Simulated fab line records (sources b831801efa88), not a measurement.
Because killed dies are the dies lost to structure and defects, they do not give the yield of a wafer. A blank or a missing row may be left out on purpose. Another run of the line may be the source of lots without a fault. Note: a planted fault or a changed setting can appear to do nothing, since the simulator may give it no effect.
Struck lot and sound lot, side by side || flow sky130 || 15 steps out of a route of 708
Sound: the wafers L952.2, L952.3, L952.5. Struck: wafers L943.2, L943.4, L943.6. Last of all comes the cause.
For every step that has rows: the tool of each side, followed by ch and its chambers, followed by its first start. Under that, the readings that differ: sound wafers || struck wafers || difference of the means || sigmas: that difference in standard deviations of wafers without a fault.
alike: a reading whose means differ by less than 2 such deviations, as well as words and numbers matching on both sides. not compared: withheld readings; readings where some wafer has no value; bounds like >300 that might hide an equal value; numbers whose values overlap and for which the record gives no deviation.
A row with sigmas, a row that says differs or no value, or rows on one side alone: a step with any of these is where the two part. Non-overlapping numbers with no deviation appear without sigmas and do not part them. Lack of a reading on every wafer of one side parts them only where that side has two or more wafers.

first, 7 steps without rows for these wafers: SKY_METAL3_HMDS_06 (prime time 60 s); SKY_METAL3_COAT_07 (resist thk 60 nm); SKY_METAL3_COAT_08 (resist thk 1140 nm); SKY_METAL3_SOFTBAKE_09 (time 90 s); SKY_METAL3_EXPOSE_10 (exposes mask MM3, target cd 300 nm); SKY_METAL3_PEB_11; SKY_METAL3_DEVELOP_12 (develop time 60 s).
SKY_METAL3_CD_MEAS_13: the cd target is 300 nm.
  struck on cd_sem-01, day 40 22:02; sound on cd_sem-02, day 43 09:29
{"reading": "cd_nm (nm)", "sound": "303.8 303.3 302.6", "struck": "297.3 299.4 298.4", "difference": -4.9, "sigmas": -3}
SKY_METAL3_OVL_MEAS_14:
  struck on overlay-01, day 40 22:09; sound on overlay-02, day 43 09:36
  alike: METAL3_OVL
SKY_METAL3_DESCUM_15: chemistry O2, time 8 s.
  sound on rie_metal-01 ch 0,1, day 43 09:38; struck on rie_metal-04 ch 0,1, day 40 22:11
  alike: drypump_motor_current_A, he_backside_leak_sccm, oes_product_au
  not compared: rf_hours_counter_h
SKY_METAL3_ETCH_16: etches BARC in N2/H2, stops on SiO2, time 88.2 s, target depth 60 nm.
  sound on rie_metal-01 ch 0,1, day 43 09:40; struck on rie_metal-04 ch 0,1, day 40 22:13
  alike: drypump_motor_current_A, he_backside_leak_sccm, oes_product_au, run_length_s, throttle_valve_pct
  not compared: rf_hours_counter_h
SKY_METAL3_ETCH_17: etches SiO2 in C4F8/O2/Ar, stops on TiN, time 3.9 s, target depth 15 nm.
  sound on rie_diel-03 ch 0,3, day 43 09:46; struck on rie_diel-04 ch 1,2,3, day 40 22:19
  alike: oes_product_au
  not compared: rf_hours_counter_h
SKY_METAL3_METAL_ETCH_18: etches the open film in Cl2/BCl3, stops on SiO2, target depth 845 nm, time 183.1 s.
  sound on rie_metal-04 ch 0,1, day 43 09:47; struck on rie_metal-01 ch 1, day 40 22:20
{"reading": "oes_product_au (a.u.)", "sound": "0.861 0.866 0.874", "struck": "0.850 0.834 0.842", "difference": -0.025, "sigmas": -4}
{"reading": "run_length_s (s)", "sound": "211.6 211.6 211.1", "struck": "223.1 223.0 222.9", "difference": "+11.6", "sigmas": "+28"}
  alike: drypump_motor_current_A, he_backside_leak_sccm, throttle_valve_pct
  not compared: rf_hours_counter_h, model.KrF-thick_of_METAL3_COAT_08.thk_nm
SKY_METAL3_STRIP_19: strips in O2/N2.
  sound on plasma_asher-03 ch 0, day 43 09:57; struck on plasma_asher-02 ch 0,1, day 40 22:30
  alike: drypump_motor_current_A, oes_product_au, strip_time_to_endpoint_s
  not compared: rf_hours_counter_h
-- the record jumps here: 7 days lie between the struck wafers' starts before and after (it left off in module METAL3 and takes up again in module PAD_OPEN, whose first step shown is number 708 of the route) --
SKY_PAD_OPEN_PROBE_99:
  struck on prober-02, day 47 14:07; sound on prober-01, day 49 20:03
{"reading": "killed_at_other", "sound": "0 1 0", "struck": "4 2 0", "difference": "+2", "sigmas": "+3"}
  alike: defect_limited_yield, killed_at_M0_to_M3, killed_at_M4_up, killed_at_contacts, killed_at_front_end, killed_dies, killed_open, killed_short, sort_bin_3_pad_short, sort_bin_5_function, sort_bin_6_memory, sort_n_pass, sort_yield_pct

## WHERE THEY PART
First at SKY_METAL3_CD_MEAS_13; last, within this record, at SKY_PAD_OPEN_PROBE_99.

WHY: what the simulator had put in
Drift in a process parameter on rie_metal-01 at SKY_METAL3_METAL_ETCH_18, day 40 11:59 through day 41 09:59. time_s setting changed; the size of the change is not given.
